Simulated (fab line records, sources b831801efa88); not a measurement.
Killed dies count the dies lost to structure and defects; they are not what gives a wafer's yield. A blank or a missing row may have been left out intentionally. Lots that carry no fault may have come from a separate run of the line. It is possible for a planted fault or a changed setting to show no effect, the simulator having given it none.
fab line records    flow sky130
record lots=4  wafers=12  last-day=48
route steps=708 shown VIA3@575 METAL4@598 CAP2M@603 PAD_OPEN@708
lots that met no fault: from a run of the same line without faults
start-h: the number of hours between the record's first day and the start of the first shown wafer of the lot    wait-h: hours since the lot's step before    " repeats the value in the row above    L1.1+2: a single row standing in for several wafers    - value missing, or start not given    * or withheld: withheld    < > ~ a bound
route shown NAME@n: names a module that has steps shown in the file, with the first one's number in the route    usual: average and standard deviation across the fault-free wafers    same: alike in all rows    chamber/n: place in a boat    sites: the reading at each site    _std_site: their standard deviation    _edge_site: outer sites' mean less inner sites'    radius-mm: for every site, how far away it sits from the centre of the wafer    mask NAME#n: copy n    behind: the tool/chamber that last shaped the wafer    hold: cause of the lot's hold/its duration in hours/its outcome    device: whichever transistor did not switch (one of n, p or np)    end of line: the route-end tests of the same wafers    step lacking rows: just its recipe    killed: dies that structure and defects cost at the first sort, which is not the same as the wafer's yield    map: the dies of a wafer, with x for killed, . for not killed, _ for no die there
set.NAME: the setting the step ran with; set.NAME@STEP: the setting that earlier step ran with    model.NAME: the simulator's own value behind a step, which no gauge read
lots seen at some steps along the route; tables by step, rows by wafer
services: a tool's chamber out of use, with start hour (start-h, from the record's first day; less than 0 if before it), hours out, and reason
## steps
# step SKY_VIA3_CMP_02
# recipe material=SiO2  down-force-psi=4  platen-rpm=60  pad-velocity-m-s=0.94248
# step SKY_VIA3_DEHYDRATE_04
# recipe temp-c=200  time-s=60
# step SKY_VIA3_HMDS_05
# recipe prime-time-s=60  prime-temp-c=120
# step SKY_VIA3_COAT_06
# recipe resist=BARC  temp-c=withheld  time-s=withheld  spin-rpm=3000  resist-thk-nm=60
# step SKY_VIA3_COAT_07
# recipe resist=KrF-thick  spin-rpm=3000  resist-thk-nm=450
# step SKY_VIA3_SOFTBAKE_08
# recipe temp-c=100  time-s=90  resist=KrF-thick
# step SKY_VIA3_EXPOSE_09
# recipe mask-id=VIM3  na=0.8  source-shape=annular  sigma-inner=0.55  sigma-outer=0.85  target-cd-nm=200  dose-mj=38
# step SKY_VIA3_PEB_10
# recipe peb-temp-c=withheld  peb-time-s=withheld  resist=KrF-thick
# step SKY_VIA3_DEVELOP_11
# recipe develop-time-s=60  resist=KrF-thick  dev-temp-c=21
# step SKY_VIA3_ETCH_14
# recipe chemistry=N2/H2  target=BARC  ion-energy-ev=200  source-w=500  bias-w=100  pressure-mtorr=30  n2-flow-sccm=100  h2-flow-sccm=200  stop-on=SiO2  time-s=45.9  target-depth-a=600
# usual drypump-motor-current-A=5.8/0.34  n2-flow-sccm=99.98/0.28  oes-product-au=0.854/0.0046  throttle-valve-pct=13.225/0.009
lot.wafer  tool         chamber  start-h  wait-h  drypump-motor-current-A  n2-flow-sccm  oes-product-au  rf-hours-counter-h  throttle-valve-pct
L979.2     rie-diel-04  3        945.13   0.0     5.5                      100.14        0.851           10                  13.221
L979.4     "            0        "        "       5.6                      99.87         0.845           9                   13.210
L979.5     "            3        "        "       5.5                      100.34        0.860           -                   13.211
L981.1     rie-diel-02  0        958.84   0.0     5.7                      100.05        0.857           20                  13.207
L981.2     "            1        "        "       5.9                      99.79         0.849           28                  13.230
L981.5     "            1        "        "       5.9                      100.45        0.859           -                   13.216
L989.1     rie-diel-04  3        1018.13  0.0     5.5                      100.07        0.853           12                  13.221
L989.2     "            0        "        "       5.6                      99.75         0.859           11                  13.245
L989.3     "            2        "        "       6.3                      100.02        0.852           17                  13.233
L991.4     rie-diel-04  0        1027.03  0.0     5.6                      99.92         0.849           11                  13.214
L991.5     "            1        "        "       6.6                      99.50         0.853           -                   13.227
L991.6     "            2        "        "       6.3                      99.90         0.847           -                   13.228
# step SKY_VIA3_ETCH_15
# recipe target=SiO2  chemistry=C4F8/O2/Ar  target-depth-nm=507  stop-on=TiN  mask-material=KrF-thick  source-w=1500  bias-w=1200  pressure-mtorr=40  c4f8-flow-sccm=withheld  O2_flow_sccm=6  Ar_flow_sccm=300  time-s=78
# step SKY_VIA3_STRIP_16
# recipe chemistry=O2/N2  power-w=1400  pressure-mtorr=1500  platen-temp-c=withheld  o2-flow-sccm=3000  n2-flow-sccm=300  overash-fraction=0.5
# step SKY_VIA3_STRIP_17
# recipe chemistry=post-etch-residue-remover  time-s=1200  temp-c=72.5
# step SKY_VIA3_CLEAN_18
# recipe chemistry=IPA  time-s=180  temp-c=25
# step SKY_VIA3_CLEAN_19
# recipe chemistry=O3/DIW  dry=n2-spin
# step SKY_VIA3_SPUTTER_20
# recipe material=TiN  target-thk-nm=20  chamber-pressure-pa=5  power-w=4000  time-s=80
# step SKY_VIA3_CVD_21
# recipe material=W  target-thk-nm=390  time-s=117.31  temp-c=400  pressure-torr=40
# step SKY_VIA3_CMP_24
# recipe stop-on=SiO2  t-overpolish-s=20  down-force-psi=3.5  platen-rpm=60  target-thk-nm=0  pad-velocity-m-s=0.94248
# step SKY_METAL4_SPUTTER_00
# recipe material=Ti  target-thk-nm=15  power-w=3000  time-s=10  chamber-pressure-pa=0.4
# step SKY_METAL4_SPUTTER_01
# recipe material=TiN  target-thk-nm=20  power-w=6500  time-s=16.7  chamber-pressure-pa=0.4
# step SKY_METAL4_SPUTTER_02
# recipe material=AlCu  target-thk-nm=735  power-w=10600  time-s=39.1  chamber-pressure-pa=0.4
# step SKY_METAL4_SPUTTER_03
# recipe material=Ti  target-thk-nm=5  power-w=3000  time-s=3.3  chamber-pressure-pa=0.4
# step SKY_METAL4_SPUTTER_04
# recipe material=TiN  target-thk-nm=70  power-w=6500  time-s=58.3  chamber-pressure-pa=0.4
# step SKY_CAP2M_CVD_00
# recipe material=SiO2  target-thk-nm=15.5  temp-c=400  time-s=withheld  rf-w=450
# step SKY_CAP2M_SPUTTER_02
# recipe material=TiN  target-thk-nm=200  temp-c=300  power-w=6500  time-s=166.7  chamber-pressure-pa=0.4
# step SKY_CAP2M_DEHYDRATE_05
# recipe temp-c=200  time-s=60
# step SKY_CAP2M_HMDS_06
# recipe prime-time-s=60  prime-temp-c=120
# step SKY_CAP2M_COAT_07
# recipe resist=NOVOLAK  spin-rpm=3000  resist-thk-nm=1140
# step SKY_CAP2M_SOFTBAKE_08
# recipe temp-c=90  time-s=60  resist=NOVOLAK
# step SKY_CAP2M_EXPOSE_09
# recipe mask-id=CAP2M  na=0.6  source-shape=conventional  sigma-outer=0.6  polarization=unpolarized  target-cd-nm=1000  dose-mj=159
# step SKY_CAP2M_PEB_10
# recipe temp-c=withheld  time-s=*  resist=NOVOLAK
# step SKY_CAP2M_DEVELOP_11
# recipe resist=NOVOLAK  developer=TMAH  develop-time-s=60  dev-temp-c=23
# step SKY_CAP2M_METAL_ETCH_13
# recipe target-depth-nm=220  stop-on=SiO2  chemistry=Cl2/BCl3  target=TiN  pressure-mtorr=10.48  icp-w=900  bias-w=48.5  Cl2_flow_sccm=60  bcl3-flow-sccm=30  time-s=62.9
# step SKY_PAD_OPEN_PROBE_99
# usual defect-limited-yield=82.2/2.2  killed_at_M0_to_M3=45/7.1  killed_at_M4_up=3.0/1.8  killed-at-contacts=24/5.4  killed-at-front-end=16/4.9  killed-at-other=0.3/0.63  killed-dies=88/11  killed-open=47/7.4  killed-short=40/7  sort_bin_3_pad_short=1.0/0.43  sort_bin_5_function=10.6/1.7  sort_bin_6_memory=6.3/1.1  sort-n-pass=404/11  sort-yield-pct=82.2/2.2
# same gross-dies=492  killed-at-back-side=0  sort_bin_4_leakage[%]=0  sort_bin_8_speed[%]=0
lot.wafer  tool       chamber  start-h  wait-h  defect-limited-yield[%]  killed_at_M0_to_M3  killed_at_M4_up  killed-at-contacts  killed-at-front-end  killed-at-other  killed-dies  killed-open  killed-short  sort_bin_3_pad_short[%]  sort_bin_5_function[%]  sort_bin_6_memory[%]  sort-n-pass  sort-yield-pct[%]  model.etest.tester.sort-n-pass  model.etest.tester.sort-yield-pct  model.etest.tester.sort_bin_5_pct  model.etest.tester.sort_bin_3_pct
L989.1     prober-01  -        1150.35  0.1     68.3                     112                 2                21                  20                   1                156          43           45            5.1                      20.7                    5.9                   336          68.3               336                             68.29                              20.73                              5.081
L989.2     prober-01  -        1150.40  0.1     75.8                     78                  4                23                  14                   0                119          48           32            4.1                      13.0                    7.1                   373          75.8               373                             75.81                              13.01                              4.065
L989.3     prober-01  -        1150.45  0.2     68.5                     115                 4                20                  16                   0                155          44           38            4.9                      19.3                    7.3                   337          68.5               337                             68.5                               19.31                              4.878
L991.4     prober-01  -        1156.27  0.2     78.3                     78                  2                15                  12                   0                107          38           28            4.7                      12.8                    4.3                   385          78.3               385                             78.25                              12.8                               4.675
L991.5     prober-01  -        1156.32  0.2     73.6                     97                  3                19                  11                   0                130          35           34            5.3                      15.2                    5.9                   362          73.6               362                             73.58                              15.24                              5.285
L991.6     prober-01  -        1156.37  0.2     70.7                     109                 1                23                  11                   0                144          42           31            5.3                      17.3                    6.7                   348          70.7               348                             70.73                              17.28                              5.285
# killed by level:class
L989.1 VIA3:unspecified=68 METAL1:geometric-particle:short=9 POLY_GATE:geometric-particle:open=8 CONTACT:geometric-particle:open=7 LI_CONTACT:geometric-particle:open=6 CONTACT:geometric-particle:short=6 VIA2:geometric-particle:open=6 VIA1:geometric-particle:short=6
L989.2 VIA3:unspecified=39 VIA2:geometric-particle:open=10 CONTACT:geometric-particle:open=9 LI_CONTACT:geometric-particle:open=7 VIA1:geometric-particle:short=7 FIELD_ISO:geometric-particle:open=6 VIA1:geometric-particle:open=6 METAL1:geometric-particle:short=4
L989.3 VIA3:unspecified=72 VIA1:geometric-particle:open=11 VIA2:geometric-particle:open=8 LI_CONTACT:geometric-particle:open=7 METAL1:geometric-particle:short=7 CONTACT:geometric-particle:open=6 FIELD_ISO:geometric-particle:short=5 POLY_GATE:geometric-particle:short=4
L991.4 VIA3:unspecified=41 CONTACT:geometric-particle:open=8 VIA1:geometric-particle:open=7 VIA3:geometric-particle:open=7 FIELD_ISO:geometric-particle:short=5 METAL2:geometric-particle:short=5 METAL1:geometric-particle:short=4 VIA2:geometric-particle:short=4
L991.5 VIA3:unspecified=61 VIA3:geometric-particle:open=9 METAL1:geometric-particle:short=9 CONTACT:geometric-particle:open=6 VIA1:geometric-particle:open=5 LI_CONTACT:geometric-particle:open=5 FIELD_ISO:geometric-particle:short=4 LOCAL_INTERCONNECT:geometric-particle:short=4
L991.6 VIA3:unspecified=71 VIA1:geometric-particle:open=11 CONTACT:geometric-particle:open=10 VIA2:geometric-particle:open=6 METAL2:geometric-particle:short=5 POLY_GATE:geometric-particle:open=4 LI_CONTACT:geometric-particle:short=4 LI_CONTACT:geometric-particle:open=4
# map L989.1 (x killed, . not)
__________x.x...x..._________
________...........xx._______
______.x...........x..x._____
_____x...x........x.x..x.____
____........x......x......___
___......x.x...............__
__...........xx.x.....xx.x.x_
_...x...x.xxx..............x.
_.x..x.........xxx..x........
_.......x.x....x.x...xx....xx
_..x.x.............x.........
_...xx..x......x.x.x.xx.x....
_...x..x.......xxxxxxxxx.....
_xx..x...x..xx..xxxxxxxxxx.x.
_..x...........xxxxxxxxxx..x.
__..x..x......x.xxxxxxxxxx.._
___..x..x..x..x..xxxxxxxxx.__
____x.x...x..x.xxxxxxxxxxx___
_____....x.x.....xxxxxxxx____
______.......xx....xx..x_____
________........x..x.._______
__________...xx....._________
# map L991.6 (x killed, . not)
__________.x.......x_________
________....xx......x._______
______....x...xx.....xx._____
_____...x....xx.....x....____
____...........x..xx......___
___x..x.x...........x......__
__.....x...................x_
_x.....x..xx.xx..............
_..x..x.xxxxxx.xx..........x.
_x....xxxxxxxxxx......x...x..
_..x.xxxxxxxxxx..x...x......x
_x.xx.xxxxxxxxxx.......x.....
_....xxxxxxxxxxx........x....
_x...xxxxxxxxxx......x.xx....
_..x...xxxxxxxx...........x..
__....x..x.xx.x....x........_
___x...x......x..x..x.xx...__
____...x.........x.x.....x___
_____x........x.....x..x.____
______..........x....x.._____
________....x.x...x..._______
__________.........x_________
## services
tool         chamber  start-h  hours  kind
rie-diel-04  -        947.63   0.3    repair
rie-diel-02  1        995.42   -      clean
rie-diel-02  1        995.42   -      consumable-replace:showerhead
rie-diel-02  1        995.42   21.4   scheduled-down
rie-diel-02  1        995.42   21.4   vent-cycle
## key
first-sign step=SKY_PAD_OPEN_PROBE_99  reading=sort_bin_3_pad_short  direction=up  sigmas=9.2  usual=1.0  struck=4.9
effect step=SKY_PAD_OPEN_PROBE_99  reading=killed_at_M0_to_M3  direction=up  sigmas=7.5  usual=45  struck=98
model-effect step=SKY_PAD_OPEN_PROBE_99  value=etest.tester.sort-n-pass  without=408.5  struck=356.8
met-at SKY_VIA3_ETCH_14
struck-wafers L989.1,L989.2,L989.3,L991.4,L991.5,L991.6
onset-between 945.13 1018.13
also-fits time
fault kind=chamber-particle-source  tool=rie-diel-04  chamber=-  onset-h=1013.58  steps=SKY_VIA3_ETCH_14  rate-per-visit-cm2=2.1837  end-h=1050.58
